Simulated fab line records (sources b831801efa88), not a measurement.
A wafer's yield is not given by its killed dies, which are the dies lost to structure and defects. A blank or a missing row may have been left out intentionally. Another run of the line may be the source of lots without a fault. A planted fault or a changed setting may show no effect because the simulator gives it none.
A lot that was struck, set against a sound lot / flow sky130 / 43 steps out of a route of 708
Sound: these wafers, L421.3, L421.4, L421.6. Wafers struck: L435.1, L435.4, L435.5. The cause is given at the end.
For every step that has rows: the tool of each side, followed by ch and its chambers, followed by its first start. Under that, the readings that differ: sound wafers / struck wafers / difference of the means / sigmas: that difference in standard deviations of wafers without a fault.
alike: readings whose means differ by less than 2 such deviations, and words and numbers that are the same on both sides. not compared: withheld readings, readings that some wafer has no value for, bounds like >300 that may hide the same value, and numbers for which the record gives no deviation and whose values overlap.
Wherever a step has rows on one side only, a row that says differs or no value, or a row with sigmas, the two part there. Non-overlapping numbers with no deviation appear without sigmas and do not part them. A reading that every wafer of one side lacks parts them only if that side has two wafers or more.

first, 7 steps without rows for these wafers: SKY_SONOS_ONO_DEHYDRATE_06 (time 60 s); SKY_SONOS_ONO_HMDS_07 (prime time 60 s); SKY_SONOS_ONO_COAT_08 (resist thk 1140 nm); SKY_SONOS_ONO_SOFTBAKE_09 (time 60 s); SKY_SONOS_ONO_EXPOSE_10 (exposes mask ONOM, target cd 410 nm); SKY_SONOS_ONO_PEB_11; SKY_SONOS_ONO_DEVELOP_12 (develop time 60 s).
SKY_SONOS_ONO_CD_MEAS_13: the cd target is 410 nm.
  sound: cd-sem-01 at day 13 09:01; struck: cd-sem-02 at day 18 03:23
  alike: cd-nm
SKY_SONOS_ONO_OVL_MEAS_14:
  sound: overlay-02 at day 13 09:07; struck: overlay-01 at day 18 03:30
  alike: SONOS_ONO_OVL
SKY_SONOS_ONO_ETCH_15: etches the open film in CHF3/O2, target depth 19.52 nm, time 7.8 s.
  sound on rie-diel-04 ch 0,2,3, day 13 09:08; struck on rie-diel-03 ch 0,1, day 18 03:32
  alike: drypump-motor-current-A, oes-product-au, rf-fwd-power-W, throttle-valve-pct
  not compared: rf-hours-counter-h
then, 1 step without rows for these wafers: SKY_SONOS_ONO_WET_ETCH_16 (etches SiO2 in dHF, target depth 14 nm, time 280 s).
SKY_SONOS_ONO_STRIP_17: strips in O2/N2.
  sound on plasma-asher-04 ch 0,1, day 13 09:17; struck on plasma-asher-01 ch 0,1, day 18 03:39
  alike: drypump-motor-current-A, n2-flow-sccm, oes-product-au, strip-time-to-endpoint-s
  not compared: rf-hours-counter-h
SKY_SONOS_ONO_WET_ETCH_18: etches Si3N4 in H3PO4, target depth 15 nm, time 172 s.
  sound on wet-bench-01 ch 1, day 13 09:21; struck on wet-bench-01 ch 2, day 18 03:45
  alike: temp-c
then, 2 steps without rows for these wafers: SKY_GATE_OXIDE_CLEAN_00 (cleans in SC1/SC2, time 150 s); SKY_GATE_OXIDE_OXIDATION_01 (stabilise 600 s, purge 300 s, target thk 10.268 nm).
SKY_GATE_OXIDE_THK_MEAS_02:
  sound: film-metro-03 at day 13 11:27; struck: film-metro-04 at day 18 06:59
  alike: GATE_OXIDE_OXIDATION_00_THK
then, 7 steps without rows for these wafers: SKY_GATE_OXIDE_DEHYDRATE_03 (time 60 s); SKY_GATE_OXIDE_HMDS_04 (prime time 60 s); SKY_GATE_OXIDE_COAT_05 (resist thk 1140 nm); SKY_GATE_OXIDE_SOFTBAKE_06 (time 60 s); SKY_GATE_OXIDE_EXPOSE_07 (exposes mask LVOM, target cd 600 nm); SKY_GATE_OXIDE_PEB_08; SKY_GATE_OXIDE_DEVELOP_09 (develop time 60 s).
SKY_GATE_OXIDE_OVL_MEAS_10:
  sound: overlay-01 at day 14 12:14; struck: overlay-02 at day 19 13:43
  alike: GATE_OXIDE_OVL
then, 2 steps without rows for these wafers: SKY_GATE_OXIDE_IMPLANT_11; SKY_GATE_OXIDE_WET_ETCH_12 (etches SiO2 in dHF, target depth 16.8 nm, time 336 s).
SKY_GATE_OXIDE_STRIP_13: strips in O2/N2.
  sound on plasma-asher-02 ch 0,1, day 14 12:33; struck on plasma-asher-01 ch 0,1, day 19 14:01
reading=strip-time-to-endpoint-s (s); sound=13.97 14.06 14.02; struck=14.12 14.14 14.12; difference=+0.11; sigmas=+2
  alike: drypump-motor-current-A, n2-flow-sccm, oes-product-au
  not compared: rf-hours-counter-h
SKY_GATE_OXIDE_TW_MEAS_14:
  sound: film-metro-03 at day 14 12:38; struck: film-metro-01 at day 19 14:07
reading=GATE_OXIDE_TW; sound=220.0 220.7 220.1; struck=225.6 224.3 225.4; difference=+4.8; sigmas=+4
then, 3 steps without rows for these wafers: SKY_GATE_OXIDE_CLEAN_15 (cleans in SC1/SC2, time 150 s); SKY_GATE_OXIDE_OXIDATION_16 (stabilise 600 s, purge 300 s, target thk 3.57 nm); SKY_POLY_GATE_CVD_00 (deposits poly-Si, target thk 180 nm, time 720 s).
SKY_POLY_GATE_THK_MEAS_01:
  sound: film-metro-03 at day 14 16:24; struck: film-metro-03 at day 19 17:01
reading=POLY_GATE_CVD_00_THK (nm); sound=179.1 178.0 180.5; struck=175.2 174.6 174.5; difference=-4.4; sigmas=-2
then, 8 steps without rows for these wafers: SKY_RES_PROTECT_DEHYDRATE_00 (time 60 s); SKY_RES_PROTECT_HMDS_01 (prime time 60 s); SKY_RES_PROTECT_COAT_02 (resist thk 1140 nm); SKY_RES_PROTECT_SOFTBAKE_03 (time 60 s); SKY_RES_PROTECT_EXPOSE_04 (exposes mask RPM, target cd 1270 nm); SKY_RES_PROTECT_PEB_05; SKY_RES_PROTECT_DEVELOP_06 (develop time 60 s); SKY_POLY_GATE_IMPLANT_02.
SKY_RES_PROTECT_STRIP_07: strips in O2/N2.
  sound on plasma-asher-03 ch 0,1, day 15 19:10; struck on plasma-asher-02 ch 1, day 20 23:31
  alike: drypump-motor-current-A, n2-flow-sccm, oes-product-au, strip-time-to-endpoint-s
  not compared: rf-hours-counter-h
SKY_RES_PROTECT_TW_MEAS_08:
  sound: film-metro-03 at day 15 19:15; struck: film-metro-03 at day 20 23:37
  alike: POLY_GATE_TW
-- record jumps: 29 days separate the struck wafers' starts on either side; left off in module RES_PROTECT, taken up again in module PAD_OPEN, whose first shown step is the route's number 708 --
SKY_PAD_OPEN_PROBE_99:
  sound: prober-02 at day 46 13:49; struck: prober-02 at day 49 15:56
reading=hold; sound=- - -; struck=await-dispo/3.2h/release await-dispo/3.2h/release await-dispo/3.2h/release; difference=no value on the sound wafers; sigmas=
reading=killed-at-front-end; sound=19 14 10; struck=51 57 50; difference=+38; sigmas=+9
reading=killed-dies; sound=83 86 71; struck=111 118 119; difference=+36; sigmas=+4
  alike: killed_at_M0_to_M3, killed_at_M4_up, killed-at-contacts, killed-at-other, killed-open, killed-short

== WHERE THEY PART ==
First at SKY_GATE_OXIDE_STRIP_13; last, within this record, at SKY_PAD_OPEN_PROBE_99.

WHY: what had been put in by the simulator
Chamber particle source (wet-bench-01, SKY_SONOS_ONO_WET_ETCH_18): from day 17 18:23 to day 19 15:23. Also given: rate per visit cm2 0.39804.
